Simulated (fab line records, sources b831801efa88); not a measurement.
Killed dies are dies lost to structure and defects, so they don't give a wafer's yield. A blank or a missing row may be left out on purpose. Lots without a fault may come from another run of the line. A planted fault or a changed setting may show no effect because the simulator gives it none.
Split-lot experiment | flow sky130 | 5 lots, 23 wafers read, on a route of 708 steps

THE SPLIT
At SKY_VIA2_CVD_21 (deposits W, target thk 420 nm, time 126.4 s), the setting pressure_torr was moved away from the recipe's 40 Torr on 10 of the 23 wafers read, by -13.7% to -9.7%. The other wafers ran this setting at the recipe's value.

The reading is taken at the split's own step.

THE READING
W_of_VIA2_CVD_21.thk_nm (the simulator's own value, which no gauge read), in nm, at SKY_VIA2_CVD_21 (deposits W, target thk 420 nm, time 126.4 s). The file gives no usual value for it. The 13 wafers here that ran the recipe average 417.7 nm, standard deviation 4.4 nm.

wafer  | tool, chamber at the split | pressure_torr as run, Torr | against the recipe | W_of_VIA2_CVD_21.thk_nm, nm | against lot-mates on the recipe
L074.1 | cvd_w-01, 0,1              | 40                         | recipe             | 416.3                       | -
L074.6 | cvd_w-01, 0,1              | 40                         | recipe             | 416.3                       | -
L074.2 | cvd_w-01, 1                | 40                         | recipe             | 413.2                       | -
L074.3 | cvd_w-01, 0                | 40                         | recipe             | 413.4                       | -
L074.5 | cvd_w-01, 0                | 40                         | recipe             | 417                         | -
L075.1 | cvd_w-02, 1                | 36.11                      | -9.7%              | 395.9                       | no lot-mate on the recipe
L075.3 | cvd_w-02, 1                | 36.11                      | -9.7%              | 399.5                       | no lot-mate on the recipe
L075.4 | cvd_w-02, 0                | 36.11                      | -9.7%              | 394.9                       | no lot-mate on the recipe
L075.5 | cvd_w-02, 1                | 36.11                      | -9.7%              | 393.9                       | no lot-mate on the recipe
L075.6 | cvd_w-02, 0                | 36.11                      | -9.7%              | 396.4                       | no lot-mate on the recipe
L076.1 | cvd_w-01, 1                | 40                         | recipe             | 416.1                       | -
L076.2 | cvd_w-01, 0                | 40                         | recipe             | 415.5                       | -
L076.5 | cvd_w-01, 0                | 40                         | recipe             | 416.6                       | -
L083.1 | cvd_w-02, 1                | 34.5                       | -13.7%             | 394                         | no lot-mate on the recipe
L083.2 | cvd_w-02, 0                | 34.5                       | -13.7%             | 396.9                       | no lot-mate on the recipe
L083.3 | cvd_w-02, 0                | 34.5                       | -13.7%             | 397.9                       | no lot-mate on the recipe
L083.4 | cvd_w-02, 1                | 34.5                       | -13.7%             | 387.4                       | no lot-mate on the recipe
L083.5 | cvd_w-02, 0                | 34.5                       | -13.7%             | 397.7                       | no lot-mate on the recipe
L085.1 | cvd_w-02, 0                | 40                         | recipe             | 424.4                       | -
L085.2 | cvd_w-02, 1                | 40                         | recipe             | 417.9                       | -
L085.3 | cvd_w-02, 1                | 40                         | recipe             | 414                         | -
L085.4 | cvd_w-02, 0                | 40                         | recipe             | 429.1                       | -
L085.6 | cvd_w-02, 1                | 40                         | recipe             | 420.8                       | -
Where a row lists several chambers, the file gives one row for several wafers and doesn't say which wafer went through which chamber.

THE FIT
A straight line over all 23 wafers: W_of_VIA2_CVD_21.thk_nm changes by +1.82 nm for each +1% of pressure_torr; r = +0.93; the points scatter about the line by 4.6 nm.
Too few moved wafers have a lot-mate on the recipe to fit a line with each lot's own level taken away.

THE FILE'S OWN FIT
W_of_VIA2_CVD_21.thk_nm changes by +1.82 nm for each +1% of pressure_torr, r = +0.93.
